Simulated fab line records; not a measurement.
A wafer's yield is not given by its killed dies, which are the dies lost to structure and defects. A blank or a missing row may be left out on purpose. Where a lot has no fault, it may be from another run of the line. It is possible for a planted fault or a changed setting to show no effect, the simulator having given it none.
Which tool did it? :: flow sfq line :: Sampling: 14 lots, 42 wafers, 4 of 325 route steps

## WHAT EACH GAUGE READ, for each wafer
SFQ_I5_OVL_MEAS_936. Usual: I5_OVL 5 nm, standard deviation 6.
lot: L531
measured: day 61 09:38
on: overlay-01
I5_OVL (nm): 12 15 6
flag: 

lot: L533
measured: day 65 22:36
on: overlay-01
I5_OVL (nm): 6 2 2
flag: 

lot: L534
measured: day 66 04:37
on: overlay-01
I5_OVL (nm): 2 7 1
flag: 

lot: L535
measured: day 66 09:24
on: overlay-01
I5_OVL (nm): -6 0 1
flag: 

lot: L536
measured: day 70 19:17
on: overlay-01
I5_OVL (nm): 5 1 7
flag: 

lot: L537
measured: day 71 00:05
on: overlay-01
I5_OVL (nm): -5 -7 -6
flag: 

lot: L539
measured: day 71 21:41
on: overlay-01
I5_OVL (nm): -9 -7 0
flag: 

lot: L541
measured: day 72 03:49
on: overlay-02
I5_OVL (nm): 16 7 15
flag: 

lot: L543
measured: day 72 19:21
on: overlay-01
I5_OVL (nm): 2 4 6
flag: 

lot: L544
measured: day 76 23:20
on: overlay-01
I5_OVL (nm): -3 -5 -5
flag: 

lot: L546
measured: day 77 06:32
on: overlay-02
I5_OVL (nm): - - -
flag: OFF

lot: L547
measured: day 77 12:32
on: overlay-02
I5_OVL (nm): - - -
flag: OFF

lot: L552
measured: day 81 10:18
on: overlay-02
I5_OVL (nm): 6 -1 -1
flag: 

lot: L554
measured: day 82 17:43
on: overlay-01
I5_OVL (nm): 6 3 5
flag: 

## TOOL THAT RAN EACH LOT (tool first, then ch and the chambers of the sampled wafers, then the start)
lot: L531
SFQ_TRILAYER_L0_STRIP_STRIP_009: rie metal-03 ch 0,1, day 4 13:18
SFQ_TRILAYER_I2_VIA_BARC_OPEN_VIA_ETCH_096: rie diel-01 ch 1,2,3, day 42 15:13
SFQ_TRILAYER_M3_LITHO_PEB_078: litho track-03 ch 0, day 43 20:26

lot: L533
SFQ_TRILAYER_L0_STRIP_STRIP_009: rie metal-04 ch 0,1, day 4 18:06
SFQ_TRILAYER_I2_VIA_BARC_OPEN_VIA_ETCH_096: rie diel-02 ch 0,3, day 42 22:25
SFQ_TRILAYER_M3_LITHO_PEB_078: litho track-04 ch 0, day 43 22:52

lot: L534
SFQ_TRILAYER_L0_STRIP_STRIP_009: rie metal-02 ch 0,1, day 5 00:18
SFQ_TRILAYER_I2_VIA_BARC_OPEN_VIA_ETCH_096: rie diel-03 ch 1,3, day 43 09:13
SFQ_TRILAYER_M3_LITHO_PEB_078: litho track-03 ch 0, day 44 00:05

lot: L535
SFQ_TRILAYER_L0_STRIP_STRIP_009: rie metal-02 ch 0,1, day 5 11:46
SFQ_TRILAYER_I2_VIA_BARC_OPEN_VIA_ETCH_096: rie diel-03 ch 0,2, day 43 23:45
SFQ_TRILAYER_M3_LITHO_PEB_078: litho track-02 ch 0, day 44 03:08

lot: L536
SFQ_TRILAYER_L0_STRIP_STRIP_009: rie metal-02 ch 0,1, day 5 16:34
SFQ_TRILAYER_I2_VIA_BARC_OPEN_VIA_ETCH_096: rie diel-01 ch 1,2,3, day 44 16:33
SFQ_TRILAYER_M3_LITHO_PEB_078: litho track-03 ch 0, day 44 21:16

lot: L537
SFQ_TRILAYER_L0_STRIP_STRIP_009: rie metal-02 ch 0,1, day 5 21:22
SFQ_TRILAYER_I2_VIA_BARC_OPEN_VIA_ETCH_096: rie diel-01 ch 0,2,3, day 44 18:57
SFQ_TRILAYER_M3_LITHO_PEB_078: litho track-02 ch 0, day 44 23:40

lot: L539
SFQ_TRILAYER_L0_STRIP_STRIP_009: rie metal-02 ch 0,1, day 6 06:58
SFQ_TRILAYER_I2_VIA_BARC_OPEN_VIA_ETCH_096: rie diel-03 ch 0,1, day 45 22:33
SFQ_TRILAYER_M3_LITHO_PEB_078: litho track-03 ch 0, day 51 04:53

lot: L541
SFQ_TRILAYER_L0_STRIP_STRIP_009: rie metal-04 ch 0,1, day 6 16:46
SFQ_TRILAYER_I2_VIA_BARC_OPEN_VIA_ETCH_096: rie diel-03 ch 0,1, day 46 04:38
SFQ_TRILAYER_M3_LITHO_PEB_078: litho track-03 ch 0, day 51 12:08

lot: L543
SFQ_TRILAYER_L0_STRIP_STRIP_009: rie metal-04 ch 0,1, day 7 02:10
SFQ_TRILAYER_I2_VIA_BARC_OPEN_VIA_ETCH_096: rie diel-02 ch 0,1,2, day 46 07:02
SFQ_TRILAYER_M3_LITHO_PEB_078: litho track-02 ch 0, day 51 15:41

lot: L544
SFQ_TRILAYER_L0_STRIP_STRIP_009: rie metal-02 ch 0,1, day 7 07:10
SFQ_TRILAYER_I2_VIA_BARC_OPEN_VIA_ETCH_096: rie diel-03 ch 0,1,2, day 46 08:14
SFQ_TRILAYER_M3_LITHO_PEB_078: litho track-04 ch 0, day 51 18:08

lot: L546
SFQ_TRILAYER_L0_STRIP_STRIP_009: rie metal-04 ch 0,1, day 7 20:50
SFQ_TRILAYER_I2_VIA_BARC_OPEN_VIA_ETCH_096: rie diel-02 ch 0,1,3, day 46 13:02
SFQ_TRILAYER_M3_LITHO_PEB_078: litho track-02, day 52 00:08

lot: L547
SFQ_TRILAYER_L0_STRIP_STRIP_009: rie metal-04 ch 0, day 8 05:33
SFQ_TRILAYER_I2_VIA_BARC_OPEN_VIA_ETCH_096: rie diel-03 ch 0,2, day 46 14:14
SFQ_TRILAYER_M3_LITHO_PEB_078: litho track-03, day 52 02:32

lot: L552
SFQ_TRILAYER_L0_STRIP_STRIP_009: rie metal-04 ch 0,1, day 9 09:49
SFQ_TRILAYER_I2_VIA_BARC_OPEN_VIA_ETCH_096: rie diel-01 ch 0,1,3, day 47 02:27
SFQ_TRILAYER_M3_LITHO_PEB_078: litho track-03 ch 0, day 52 15:43

lot: L554
SFQ_TRILAYER_L0_STRIP_STRIP_009: rie metal-04 ch 0,1, day 9 18:13
SFQ_TRILAYER_I2_VIA_BARC_OPEN_VIA_ETCH_096: rie diel-01 ch 0,1,3, day 47 08:27
SFQ_TRILAYER_M3_LITHO_PEB_078: litho track-03 ch 0, day 52 19:19
- SFQ_TRILAYER_L0_STRIP_STRIP_009: strips in O2.
- SFQ_TRILAYER_I2_VIA_BARC_OPEN_VIA_ETCH_096: etches BARC in O2, target depth 125 nm, time 41.7 s.
- SFQ_TRILAYER_M3_LITHO_PEB_078: peb time 60 s.

## WHAT THE TOOLS THEMSELVES READ (means of the sampled wafers that have a number; where no wafer has one, the mark that the record gives instead)
SFQ_TRILAYER_L0_STRIP_STRIP_009. Usual: drypump motor current A 6.0 A, standard deviation 0.51; oes product au 0.997 a.u., standard deviation 0.0084.
lot: L531
tool: rie metal-03
drypump motor current A (A): 6.3
oes product au (a.u.): 0.998
flag: 

lot: L533
tool: rie metal-04
drypump motor current A (A): 6.0
oes product au (a.u.): 0.998
flag: 

lot: L534
tool: rie metal-02
drypump motor current A (A): 6.1
oes product au (a.u.): 1.000
flag: 

lot: L535
tool: rie metal-02
drypump motor current A (A): 6.2
oes product au (a.u.): 1.002
flag: 

lot: L536
tool: rie metal-02
drypump motor current A (A): 6.1
oes product au (a.u.): 0.997
flag: 

lot: L537
tool: rie metal-02
drypump motor current A (A): 6.1
oes product au (a.u.): 1.003
flag: 

lot: L539
tool: rie metal-02
drypump motor current A (A): 6.0
oes product au (a.u.): 1.001
flag: 

lot: L541
tool: rie metal-04
drypump motor current A (A): 6.0
oes product au (a.u.): 0.989
flag: 

lot: L543
tool: rie metal-04
drypump motor current A (A): 5.6
oes product au (a.u.): 1.002
flag: 

lot: L544
tool: rie metal-02
drypump motor current A (A): 6.1
oes product au (a.u.): 0.992
flag: 

lot: L546
tool: rie metal-04
drypump motor current A (A): 6.0
oes product au (a.u.): 0.990
flag: 

lot: L547
tool: rie metal-04
drypump motor current A (A): 6.4
oes product au (a.u.): 0.984
flag: 

lot: L552
tool: rie metal-04
drypump motor current A (A): 5.5
oes product au (a.u.): 1.005
flag: 

lot: L554
tool: rie metal-04
drypump motor current A (A): 5.6
oes product au (a.u.): 1.003
flag: 

SFQ_TRILAYER_I2_VIA_BARC_OPEN_VIA_ETCH_096. Usual: bias w 80.01 W, standard deviation 0.26; drypump motor current A 5.6 A, standard deviation 0.62; oes product au 0.685 a.u., standard deviation 0.0041.
lot: L531
tool: rie diel-01
bias w (W): 80.25
drypump motor current A (A): 5.9
oes product au (a.u.): 0.686
flag: 

lot: L533
tool: rie diel-02
bias w (W): 80.14
drypump motor current A (A): 5.6
oes product au (a.u.): 0.685
flag: 

lot: L534
tool: rie diel-03
bias w (W): 79.90
drypump motor current A (A): 4.8
oes product au (a.u.): 0.685
flag: 

lot: L535
tool: rie diel-03
bias w (W): 79.90
drypump motor current A (A): 6.2
oes product au (a.u.): 0.681
flag: 

lot: L536
tool: rie diel-01
bias w (W): 79.87
drypump motor current A (A): 5.9
oes product au (a.u.): 0.686
flag: 

lot: L537
tool: rie diel-01
bias w (W): 80.17
drypump motor current A (A): 5.9
oes product au (a.u.): 0.688
flag: 

lot: L539
tool: rie diel-03
bias w (W): 79.95
drypump motor current A (A): 6.0
oes product au (a.u.): 0.688
flag: 

lot: L541
tool: rie diel-03
bias w (W): 80.12
drypump motor current A (A): 5.5
oes product au (a.u.): 0.686
flag: 

lot: L543
tool: rie diel-02
bias w (W): 80.05
drypump motor current A (A): 5.2
oes product au (a.u.): 0.689
flag: 

lot: L544
tool: rie diel-03
bias w (W): 79.88
drypump motor current A (A): 5.7
oes product au (a.u.): 0.683
flag: 

lot: L546
tool: rie diel-02
bias w (W): 80.02
drypump motor current A (A): 5.4
oes product au (a.u.): 0.687
flag: 

lot: L547
tool: rie diel-03
bias w (W): 79.93
drypump motor current A (A): 6.0
oes product au (a.u.): 0.686
flag: 

lot: L552
tool: rie diel-01
bias w (W): 79.82
drypump motor current A (A): 5.5
oes product au (a.u.): 0.682
flag: 

lot: L554
tool: rie diel-01
bias w (W): 80.03
drypump motor current A (A): 5.5
oes product au (a.u.): 0.687
flag: 

SFQ_TRILAYER_M3_LITHO_PEB_078. Usual: chill plate temp C 23.02 C, standard deviation 0.097; exhaust pa 45.0 Pa, standard deviation 0.86; heater power total W 79.15 W, standard deviation 0.066.
lot: L531
tool: litho track-03
chill plate temp C (C): 23.07
exhaust pa (Pa): 44.6
heater power total W (W): 79.17
flag: 

lot: L533
tool: litho track-04
chill plate temp C (C): 23.07
exhaust pa (Pa): 45.5
heater power total W (W): 79.18
flag: 

lot: L534
tool: litho track-03
chill plate temp C (C): 23.01
exhaust pa (Pa): 45.8
heater power total W (W): 79.15
flag: 

lot: L535
tool: litho track-02
chill plate temp C (C): 22.89
exhaust pa (Pa): 45.6
heater power total W (W): 79.12
flag: 

lot: L536
tool: litho track-03
chill plate temp C (C): 22.86
exhaust pa (Pa): 45.6
heater power total W (W): 79.21
flag: 

lot: L537
tool: litho track-02
chill plate temp C (C): 23.07
exhaust pa (Pa): 45.7
heater power total W (W): 79.23
flag: 

lot: L539
tool: litho track-03
chill plate temp C (C): 23.00
exhaust pa (Pa): 44.8
heater power total W (W): 79.19
flag: 

lot: L541
tool: litho track-03
chill plate temp C (C): 23.01
exhaust pa (Pa): 45.1
heater power total W (W): 79.13
flag: 

lot: L543
tool: litho track-02
chill plate temp C (C): 23.04
exhaust pa (Pa): 43.5
heater power total W (W): 79.15
flag: 

lot: L544
tool: litho track-04
chill plate temp C (C): 22.91
exhaust pa (Pa): 44.6
heater power total W (W): 79.10
flag: 

lot: L546
tool: litho track-02
chill plate temp C (C): -
exhaust pa (Pa): -
heater power total W (W): -
flag: OFF

lot: L547
tool: litho track-03
chill plate temp C (C): -
exhaust pa (Pa): -
heater power total W (W): -
flag: OFF

lot: L552
tool: litho track-03
chill plate temp C (C): 23.05
exhaust pa (Pa): 44.5
heater power total W (W): 79.10
flag: 

lot: L554
tool: litho track-03
chill plate temp C (C): 23.03
exhaust pa (Pa): 45.1
heater power total W (W): 79.21
flag: 

## THE ANSWER, worked out from the rows above alone
Rule: take the mean of a lot's wafers that have a number; if it is more than 3 standard deviations from the usual mean, the lot is off. A lot without any number at a reading at which 4 lots or more have one is off too. All remaining lots with rows at the step are treated as sound. After the gauges, taken in route order, come the tools' own readings; for these a lot's mean is taken, as printed above. At the first step where some lot is off, the reading lying furthest off is the one used; lots without a number count as furthest.
Off: L546, L547, at SFQ_I5_OVL_MEAS_936 (I5_OVL). Without a number there: L546, L547.
A tool fits if, at a process step before that reading, it ran every lot that is off, and no sound lot after the first of them. The gauges at SFQ_I5_OVL_MEAS_936 aren't tried: what is off there is off at SFQ_TRILAYER_M3_LITHO_PEB_078 too, on other tools, and a gauge's error can't cause that. None of those tried fits.

## WHAT WAS PUT IN BY THE SIMULATOR
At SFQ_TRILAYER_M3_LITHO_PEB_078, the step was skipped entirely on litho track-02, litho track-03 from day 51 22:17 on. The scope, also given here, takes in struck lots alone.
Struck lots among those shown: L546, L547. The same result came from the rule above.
